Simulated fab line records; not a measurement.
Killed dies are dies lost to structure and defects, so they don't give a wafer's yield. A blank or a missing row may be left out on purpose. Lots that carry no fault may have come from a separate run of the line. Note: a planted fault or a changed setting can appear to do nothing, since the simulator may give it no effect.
Problem report, 8D (eight disciplines) form, completed by code || flow sky130 || the parts of the form that need people (team, actions taken, sign-off) are left out

== 1. THE ISSUE ==
At SKY_PAD_OPEN_PROBE_99, killed at other averages 6.5 over 6 wafers from 2 lots, while fault-free wafers read 0.4, standard deviation 0.62. Measured from the usual mean, that is +9.8 standard deviations.
First observed at day 49 10:52: wafer L233.3, on prober-01. At this step, 6 wafers from 2 lots have a number in the record. The rule behind "out" and "out of limits": a value lying over 4 standard deviations away from the usual mean. The other wafers with a number count as sound.

== 2. WHAT IT IS, AND WHAT IT ISN'T ==
{"question": "which readings at this step", "is": "killed at other", "is not": "killed_at_M0_to_M3, killed_at_M4_up, killed at contacts, killed at front end, killed open, killed short"}
{"question": "which lots", "is": "L233, L234", "is not": "-"}
{"question": "which wafers of those lots", "is": "all that have a number", "is not": "-"}
{"question": "read on which tools", "is": "prober-01, prober-02", "is not": "-"}
{"question": "when", "is": "from day 49 10:52", "is not": "up to then (0 sound wafers)"}

== 3. WHAT RULES OUT EACH SUSPECT ==
Counting: a tool stays on the suspect list if, at a process step up to the reading, it processed all lots that are out and no sound lot following the first of them.
- iline stepper-01 at SKY_RES_XHIGH_EXPOSE_04 (exposes mask URPM, target cd 1270 nm): kept. It ran every lot that is out, first L233 (day 31 10:44), and no sound lot after that.
- pecvd-02 at SKY_PASSIVATION_CVD_02 (deposits Si3N4, target thk 540 nm): kept. It ran every lot that is out, first L233 (day 47 19:50), and no sound lot after that.
- plasma asher-02 at SKY_PASSIVATION_STRIP_12 (strips in O2/N2): kept. It ran every lot that is out, first L233 (day 48 15:09), and no sound lot after that.
The count leaves iline stepper-01 at SKY_RES_XHIGH_EXPOSE_04, pecvd-02 at SKY_PASSIVATION_CVD_02, and plasma asher-02 at SKY_PASSIVATION_STRIP_12.

== 4. THE CAUSE (what the simulator had put in) ==
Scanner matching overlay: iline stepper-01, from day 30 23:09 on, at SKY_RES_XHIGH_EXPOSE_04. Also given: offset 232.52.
After counting, 3 suspects remain, this tool included.

== 5. SEQUENCE OF EFFECTS, ordered by route ==
Rows list readings where the struck wafers' mean (over those with a number) sits beyond 3 standard deviations from the usual. Scope: only readings with a usual standard deviation given in the record; hours: median across lots of the time from each lot's start at the first step in this table that gives one to its start at this step; sigmas: change in usual standard deviations.
{"hours": 0, "step": "SKY_PAD_OPEN_PROBE_99", "reading": "killed at other", "usual": 0.4, "on struck wafers": 6.5, "change": "+6.1", "sigmas": "+9.8"}
It contains these process steps:
- SKY_PAD_OPEN_PROBE_99

== 6. WHAT WOULD HAVE CAUGHT IT SOONER ==
In this record the first reading out of limits was taken at day 49 10:52, 444 hours after the fault began at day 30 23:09.
Lots out: 2; all had begun SKY_RES_XHIGH_EXPOSE_04 on iline stepper-01 by day 49 10:52. A hold on the tool at that time would have spared none of them.
